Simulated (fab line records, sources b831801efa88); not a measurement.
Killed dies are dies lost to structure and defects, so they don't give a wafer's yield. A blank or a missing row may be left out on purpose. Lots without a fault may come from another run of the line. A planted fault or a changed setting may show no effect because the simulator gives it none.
Which tool did it? | flow sky130 | 14 lots, 42 wafers sampled, at 1 step of a route of 708

WHAT THE GAUGES READ, wafer by wafer
SKY_SONOS_ONO_THK_MEAS_05. Usual: SONOS_ONO_CVD_04_THK 5.69 nm, standard deviation 0.089.
lot  | measured     | on            | SONOS_ONO_CVD_04_THK (nm) | flag
L586 | day 11 14:35 | film_metro-04 | 5.69 5.62 5.70            |
L588 | day 12 09:16 | film_metro-03 | 5.65 5.68 5.76            |
L590 | day 13 00:17 | film_metro-03 | 5.82 5.88 5.83            |
L591 | day 14 13:42 | film_metro-04 | 5.65 5.65 5.64            |
L592 | day 14 13:42 | film_metro-03 | 5.70 5.41 5.47            |
L594 | day 15 06:16 | film_metro-03 | 5.73 5.70 5.70            |
L598 | day 16 10:51 | film_metro-03 | 5.69 5.67 5.65            |
L599 | day 16 12:07 | film_metro-03 | 5.59 5.68 5.64            |
L600 | day 17 02:23 | film_metro-04 | 5.55 5.63 5.61            |
L602 | day 17 09:40 | film_metro-03 | 5.74 5.80 5.86            |
L603 | day 17 16:52 | film_metro-03 | 5.66 5.67 5.65            |
L605 | day 18 10:19 | film_metro-01 | 5.77 5.83 5.75            |
L606 | day 18 18:10 | film_metro-03 | 5.63 5.63 5.63            |
L608 | day 19 00:59 | film_metro-03 | 5.85 5.76 5.77            |

WHICH TOOL RAN EACH LOT (tool, then ch and the chambers of the sampled wafers, then the start)
The record holds no process step before these readings.

WHAT THE TOOLS THEMSELVES READ (means of the sampled wafers that have a number; where no wafer has one, the mark that the record gives instead)
The record holds no such reading with a usual standard deviation.

THE ANSWER, worked out from the rows above alone
Rule: a lot is off if the mean of its wafers that have a number lies more than 3 standard deviations from the usual mean. A lot without any number at a reading at which 4 lots or more have one is off too. The other lots that the step has rows for count as sound. The gauges are gone through in route order, then the tools' own readings, and for those a lot's mean is taken as printed above. The first step at which some lot is off is used, and at that step the reading that is off furthest; a lot without a number counts as furthest.
No lot is off at any reading shown: from this, nothing can be told.

WHAT THE SIMULATOR HAD PUT IN
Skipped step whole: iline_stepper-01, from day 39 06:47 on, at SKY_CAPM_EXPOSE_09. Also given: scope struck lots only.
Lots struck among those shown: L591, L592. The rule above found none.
